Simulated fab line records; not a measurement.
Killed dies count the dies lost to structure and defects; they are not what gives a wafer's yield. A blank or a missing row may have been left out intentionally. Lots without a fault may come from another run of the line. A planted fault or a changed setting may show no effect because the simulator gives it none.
Which of the tools did it? + flow gf180mcu + Sampling: 13 lots, 39 wafers, 4 of 602 route steps

== WHAT THE GAUGES SHOWED, per wafer ==
GF_NWELL_OVL_MEAS_07. Usual: NWELL_OVL 0.3 nm, standard deviation 1.5.
| lot  | measured    | on         | NWELL_OVL (nm) | flag |
|------|-------------|------------|----------------|------|
| L611 | day 3 06:46 | overlay-02 | -1.0 0.2 -0.5  |      |
| L612 | day 3 12:35 | overlay-01 | 0.1 -1.6 0.8   |      |
| L613 | day 3 17:38 | overlay-01 | 0.2 -1.6 -0.6  |      |
| L618 | day 4 22:59 | overlay-02 | -0.5 0.2 1.1   |      |
| L624 | day 6 06:08 | overlay-01 | 2.4 3.3 2.9    |      |
| L625 | day 6 11:49 | overlay-02 | -2.0 -0.9 -0.8 |      |
| L626 | day 6 20:26 | overlay-01 | -1.2 1.7 1.4   |      |
| L628 | day 7 05:32 | overlay-02 | 1.2 0.7 2.6    |      |
| L629 | day 7 10:20 | overlay-02 | -1.4 -0.5 -1.6 |      |
| L630 | day 7 15:17 | overlay-02 | 0.7 -0.8 -3.4  |      |
| L631 | day 7 19:43 | overlay-02 | 1.7 -0.4 0.2   |      |
| L632 | day 8 01:41 | overlay-02 | -0.9 -1.3 -1.8 |      |
| L633 | day 8 08:11 | overlay-02 | 0.1 -2.2 -1.0  |      |

GF_V1_OVL_MEAS_15. Usual: V1_OVL 1 nm, standard deviation 5.3.
| lot  | measured     | on         | V1_OVL (nm) | flag |
|------|--------------|------------|-------------|------|
| L611 | day 17 20:17 | overlay-02 | 2 2 -1      |      |
| L612 | day 17 23:50 | overlay-01 | -4 -3 3     |      |
| L613 | day 18 10:43 | overlay-01 | -2 -16 -6   |      |
| L618 | day 21 01:54 | overlay-02 | 2 -13 -4    |      |
| L624 | day 23 10:07 | overlay-02 | 4 -3 3      |      |
| L625 | day 23 20:51 | overlay-02 | 7 7 7       |      |
| L626 | day 24 05:05 | overlay-01 | -3 2 8      |      |
| L628 | day 24 12:33 | overlay-01 | 8 11 2      |      |
| L629 | day 24 14:24 | overlay-01 | 6 2 -4      |      |
| L630 | day 25 09:27 | overlay-02 | 3 0 11      |      |
| L631 | day 25 04:05 | overlay-02 | 2 3 1       |      |
| L632 | day 25 10:43 | overlay-02 | 10 7 2      |      |
| L633 | day 25 18:01 | overlay-02 | 2 7 -1      |      |

GF_V1_THK_MEAS_25: measures by xrf. Usual: V1_W_THK 343 nm, standard deviation 5.1.
| lot  | measured     | on            | V1_W_THK (nm) | flag |
|------|--------------|---------------|---------------|------|
| L611 | day 17 21:19 | film metro-04 | 344 345 347   |      |
| L612 | day 18 00:56 | film metro-02 | 340 333 330   |      |
| L613 | day 18 11:52 | film metro-01 | 347 349 353   |      |
| L618 | day 21 02:56 | film metro-01 | 346 345 348   |      |
| L624 | day 23 11:10 | film metro-01 | 344 340 351   |      |
| L625 | day 23 21:53 | film metro-02 | 338 336 338   |      |
| L626 | day 24 06:07 | film metro-04 | 344 349 351   |      |
| L628 | day 24 13:35 | film metro-01 | 343 348 345   |      |
| L629 | day 24 15:28 | film metro-04 | 345 338 343   |      |
| L630 | day 25 10:33 | film metro-01 | 355 347 356   |      |
| L631 | day 25 05:08 | film metro-04 | 346 345 344   |      |
| L632 | day 25 11:48 | film metro-02 | 343 341 345   |      |
| L633 | day 25 19:05 | film metro-04 | 347 351 352   |      |

== TOOL THAT RAN EACH LOT (tool first, then ch and the chambers of the sampled wafers, then the start) ==
| lot  | GF_POLY_GATE_ETCH_13             |
|------|----------------------------------|
| L611 | rie si-01 ch 0,1, day 9 05:20    |
| L612 | rie si-01 ch 1,2,3, day 9 10:14  |
| L613 | rie si-01 ch 0,2,3, day 9 16:59  |
| L618 | rie si-02 ch 0,2, day 11 09:56   |
| L624 | rie si-01 ch 1,2,3, day 13 07:44 |
| L625 | rie si-01 ch 0,2,3, day 13 13:59 |
| L626 | rie si-02 ch 2,3, day 14 00:35   |
| L628 | rie si-02 ch 2,3, day 14 11:11   |
| L629 | rie si-01 ch 2,3, day 14 11:56   |
| L630 | rie si-01 ch 0,2, day 15 02:32   |
| L631 | rie si-02 ch 0,2, day 15 02:29   |
| L632 | rie si-02 ch 0,2,3, day 15 08:39 |
| L633 | rie si-02 ch 1,2,3, day 15 15:56 |
- GF_POLY_GATE_ETCH_13: etches poly-Si in HBr/Cl2, stops on SiO2, target depth 198.5 nm, time 69.6 s.

== AS READ BY THE TOOLS THEMSELVES (means over the sampled wafers that have a number; for cases with no such wafer, the mark the record gives instead) ==
GF_POLY_GATE_ETCH_13. Usual: HBr_flow_sccm 150.0 sccm, standard deviation 0.48; drypump motor current A 5.8 A, standard deviation 0.59; he backside leak sccm 2.61 sccm, standard deviation 0.16; oes product au 0.988 a.u., standard deviation 0.0086; run length s 98.0 s, standard deviation 0.52; throttle valve pct 33.685 %, standard deviation 0.0091.
| lot  | tool      | HBr_flow_sccm (sccm) | drypump motor current A (A) | he backside leak sccm (sccm) | oes product au (a.u.) | run length s (s) | throttle valve pct (%) | flag |
|------|-----------|----------------------|-----------------------------|------------------------------|-----------------------|------------------|------------------------|------|
| L611 | rie si-01 | 149.6                | 5.2                         | 2.76                         | 0.980                 | 98.1             | 33.681                 |      |
| L612 | rie si-01 | 149.8                | 5.6                         | 2.60                         | 0.986                 | 97.7             | 33.685                 |      |
| L613 | rie si-01 | 150.2                | 5.5                         | 2.63                         | 0.978                 | 97.8             | 33.680                 |      |
| L618 | rie si-02 | 149.4                | 5.8                         | 2.58                         | 0.993                 | 99.3             | 33.678                 |      |
| L624 | rie si-01 | 150.0                | 5.6                         | 2.67                         | 0.979                 | 97.8             | 33.683                 |      |
| L625 | rie si-01 | 150.2                | 5.5                         | 2.65                         | 0.988                 | 97.8             | 33.681                 |      |
| L626 | rie si-02 | 150.0                | 6.3                         | 2.57                         | 0.996                 | 97.9             | 33.680                 |      |
| L628 | rie si-02 | 150.2                | 6.0                         | 2.54                         | 1.008                 | 98.2             | 33.688                 |      |
| L629 | rie si-01 | 150.0                | 5.9                         | 2.59                         | 0.982                 | 97.5             | 33.679                 |      |
| L630 | rie si-01 | 150.1                | 5.5                         | 2.71                         | 0.987                 | 97.8             | 33.690                 |      |
| L631 | rie si-02 | 150.1                | 5.8                         | 2.52                         | 0.984                 | 98.7             | 33.691                 |      |
| L632 | rie si-02 | 150.1                | 6.1                         | 2.51                         | 0.992                 | 98.0             | 33.682                 |      |
| L633 | rie si-02 | 149.9                | 6.0                         | 2.50                         | 0.994                 | 98.0             | 33.680                 |      |

== THE ANSWER, worked out from the rows above alone ==
Rule: take the mean of a lot's wafers that have a number; if it is more than 3 standard deviations from the usual mean, the lot is off. Also off: a lot with no number at a reading for which 4 or more lots have one. Where the step has rows for the other lots, those lots are counted as sound. First the gauges in route order, then the tools' own readings, where a lot's mean is used as printed above. The first step at which some lot is off is used, and at that step the reading that is off furthest; a lot without a number counts as furthest.
No lot is off on any of the readings shown, so nothing can be concluded from this.

== WHAT HAD BEEN PUT IN BY THE SIMULATOR ==
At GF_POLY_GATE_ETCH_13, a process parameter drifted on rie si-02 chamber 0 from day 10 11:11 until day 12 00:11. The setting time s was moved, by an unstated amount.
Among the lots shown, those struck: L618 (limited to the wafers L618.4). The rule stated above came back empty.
